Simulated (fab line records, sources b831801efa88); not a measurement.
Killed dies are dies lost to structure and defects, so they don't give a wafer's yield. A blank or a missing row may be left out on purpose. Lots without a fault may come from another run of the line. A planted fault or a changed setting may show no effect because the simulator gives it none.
Which tool did it? | flow gf180mcu | 12 lots, 36 wafers sampled, at 5 steps of a route of 602

WHAT THE GAUGES READ, wafer by wafer
GF_HV_LDD_CD_MEAS_19: target cd 400 nm. Usual: cd_nm 400.0 nm, standard deviation 1.8.
lot  | measured     | on        | cd_nm (nm)        | flag
L421 | day 11 10:22 | cd_sem-02 | 400.7 402.5 402.3 |
L423 | day 11 22:32 | cd_sem-01 | 399.6 399.4 400.3 |
L424 | day 12 12:58 | cd_sem-02 | 402.1 400.3 398.7 |
L427 | day 13 10:58 | cd_sem-01 | 400.7 400.8 398.8 |
L429 | day 14 00:28 | cd_sem-02 | 397.6 396.4 398.9 |
L430 | day 14 15:23 | cd_sem-02 | 403.9 402.8 402.9 |
L434 | day 15 21:37 | cd_sem-01 | 399.9 398.7 401.2 |
L435 | day 16 04:17 | cd_sem-01 | 398.2 397.0 398.6 |
L437 | day 16 11:13 | cd_sem-01 | 396.3 398.7 398.0 |
L438 | day 16 19:10 | cd_sem-02 | 399.3 400.5 397.6 |
L439 | day 17 02:49 | cd_sem-02 | 399.7 398.6 397.9 |
L441 | day 17 16:29 | cd_sem-01 | 401.0 400.7 402.9 |

GF_HV_LDD_TW_MEAS_23. Usual: HV_LDD_2_TW 1053, standard deviation 12.
lot  | measured     | on            | HV_LDD_2_TW    | flag
L421 | day 11 10:44 | film_metro-01 | 1071 1071 1071 |
L423 | day 11 22:54 | film_metro-02 | 1041 1042 1042 |
L424 | day 12 13:20 | film_metro-04 | 1050 1043 1045 |
L427 | day 13 11:21 | film_metro-02 | 1047 1045 1051 |
L429 | day 14 00:52 | film_metro-01 | 1073 1072 1074 |
L430 | day 14 15:47 | film_metro-02 | 1051 1045 1050 |
L434 | day 15 22:01 | film_metro-02 | 1047 1042 1040 |
L435 | day 16 04:41 | film_metro-01 | 1070 1074 1066 |
L437 | day 16 11:37 | film_metro-02 | 1045 1057 1051 |
L438 | day 16 19:34 | film_metro-04 | 1045 1048 1053 |
L439 | day 17 03:14 | film_metro-04 | 1041 1040 1041 |
L441 | day 17 16:53 | film_metro-04 | 1046 1046 1043 |

GF_NSD_CD_MEAS_07: target cd 400 nm. Usual: cd_nm 400.5 nm, standard deviation 2.2.
lot  | measured     | on        | cd_nm (nm)                          | flag
L421 | day 14 02:06 | cd_sem-01 | 399.2 399.5 399.7                   |
L423 | day 14 13:50 | cd_sem-01 | 399.2 399.2 401.0                   |
L424 | day 15 05:12 | cd_sem-01 | 404.0 402.5 399.7                   |
L427 | day 16 07:35 | cd_sem-01 | 398.5 400.4 400.9                   |
L429 | day 17 00:40 | cd_sem-02 | 381.3 383.9 386.0 381.0 383.8 385.7 | OFF
L430 | day 17 13:22 | cd_sem-02 | 383.5 386.3 386.2 383.8 387.0 386.6 | OFF
L434 | day 19 00:25 | cd_sem-02 | 399.7 398.6 401.6                   |
L435 | day 19 06:46 | cd_sem-02 | 402.3 401.5 401.0                   |
L437 | day 19 14:01 | cd_sem-02 | 399.9 398.0 399.7                   |
L438 | day 19 22:34 | cd_sem-01 | 397.4 398.7 396.3                   |
L439 | day 20 07:04 | cd_sem-01 | 397.7 397.9 399.5                   |
L441 | day 20 20:37 | cd_sem-02 | 395.0 396.8 398.1                   |

WHICH TOOL RAN EACH LOT (tool, then ch and the chambers of the sampled wafers, then the start)
lot  | GF_HV_LDD_STRIP_49                   | GF_NSD_COAT_02
L421 | plasma_asher-01 ch 0,1, day 13 01:32 | litho_track-01 ch 0, day 13 16:01
L423 | plasma_asher-03 ch 0,1, day 13 14:27 | litho_track-02 ch 0, day 14 02:44
L424 | plasma_asher-03 ch 0,1, day 14 05:30 | litho_track-01 ch 0, day 14 18:40
L427 | plasma_asher-04 ch 0,1, day 15 05:20 | litho_track-03 ch 0, day 15 20:21
L429 | plasma_asher-03 ch 0,1, day 15 20:20 | litho_track-01 ch 0, day 16 13:31
L430 | plasma_asher-04 ch 0,1, day 16 11:49 | litho_track-01 ch 0, day 17 01:49
L434 | plasma_asher-03 ch 0,1, day 17 20:07 | litho_track-03 ch 0, day 18 12:16
L435 | plasma_asher-03 ch 0,1, day 18 03:31 | litho_track-03 ch 0, day 18 18:49
L437 | plasma_asher-03 ch 0,1, day 18 09:50 | litho_track-03 ch 0, day 19 01:31
L438 | plasma_asher-01 ch 0,1, day 18 18:40 | litho_track-02 ch 0, day 19 10:16
L439 | plasma_asher-01 ch 0,1, day 19 02:44 | litho_track-02 ch 0, day 19 19:01
L441 | plasma_asher-01 ch 0,1, day 19 17:46 | litho_track-01 ch 0, day 20 08:19
- GF_HV_LDD_STRIP_49: strips in O2/N2.
- GF_NSD_COAT_02: resist thk 1000 nm.

WHAT THE TOOLS THEMSELVES READ (means of the sampled wafers that have a number; where no wafer has one, the mark that the record gives instead)
GF_HV_LDD_STRIP_49. Usual: drypump_motor_current_A 5.9 A, standard deviation 0.37; heater_power_w 350 W, standard deviation 22; n2_flow_sccm 300.1 sccm, standard deviation 0.86; oes_product_au 0.716 a.u., standard deviation 0.0048; strip_time_to_endpoint_s 12.63 s, standard deviation 0.033.
lot  | tool            | drypump_motor_current_A (A) | heater_power_w (W) | n2_flow_sccm (sccm) | oes_product_au (a.u.) | strip_time_to_endpoint_s (s) | flag
L421 | plasma_asher-01 | 5.7                         | 365                | 299.7               | 0.718                 | 12.58                        |
L423 | plasma_asher-03 | 6.2                         | 358                | 300.1               | 0.721                 | 12.65                        |
L424 | plasma_asher-03 | 6.2                         | 358                | 300.5               | 0.717                 | 12.62                        |
L427 | plasma_asher-04 | 6.0                         | 331                | 300.7               | 0.717                 | 12.63                        |
L429 | plasma_asher-03 | 6.2                         | 362                | 300.0               | 0.717                 | 12.63                        |
L430 | plasma_asher-04 | 5.7                         | 341                | 299.8               | 0.719                 | 12.61                        |
L434 | plasma_asher-03 | 6.0                         | 357                | 300.0               | 0.720                 | 12.65                        |
L435 | plasma_asher-03 | 6.0                         | 354                | 299.9               | 0.717                 | 12.59                        |
L437 | plasma_asher-03 | 6.0                         | 358                | 299.7               | 0.712                 | 12.62                        |
L438 | plasma_asher-01 | 5.6                         | 340                | 299.1               | 0.715                 | 12.63                        |
L439 | plasma_asher-01 | 5.7                         | 364                | 300.3               | 0.715                 | 12.65                        |
L441 | plasma_asher-01 | 5.7                         | 357                | 299.7               | 0.715                 | 12.62                        |

THE ANSWER, worked out from the rows above alone
Rule: a lot is off if the mean of its wafers that have a number lies more than 3 standard deviations from the usual mean. A lot without any number at a reading at which 4 lots or more have one is off too. The other lots that the step has rows for count as sound. The gauges are gone through in route order, then the tools' own readings, and for those a lot's mean is taken as printed above. The first step at which some lot is off is used, and at that step the reading that is off furthest; a lot without a number counts as furthest.
Off: L429, L430, at GF_NSD_CD_MEAS_07 (cd_nm).
A tool fits if, at a process step before that reading, it ran every lot that is off, and no sound lot after the first of them. The gauges at GF_NSD_CD_MEAS_07 are tried like those tools. None of those tried fits.

WHAT THE SIMULATOR HAD PUT IN
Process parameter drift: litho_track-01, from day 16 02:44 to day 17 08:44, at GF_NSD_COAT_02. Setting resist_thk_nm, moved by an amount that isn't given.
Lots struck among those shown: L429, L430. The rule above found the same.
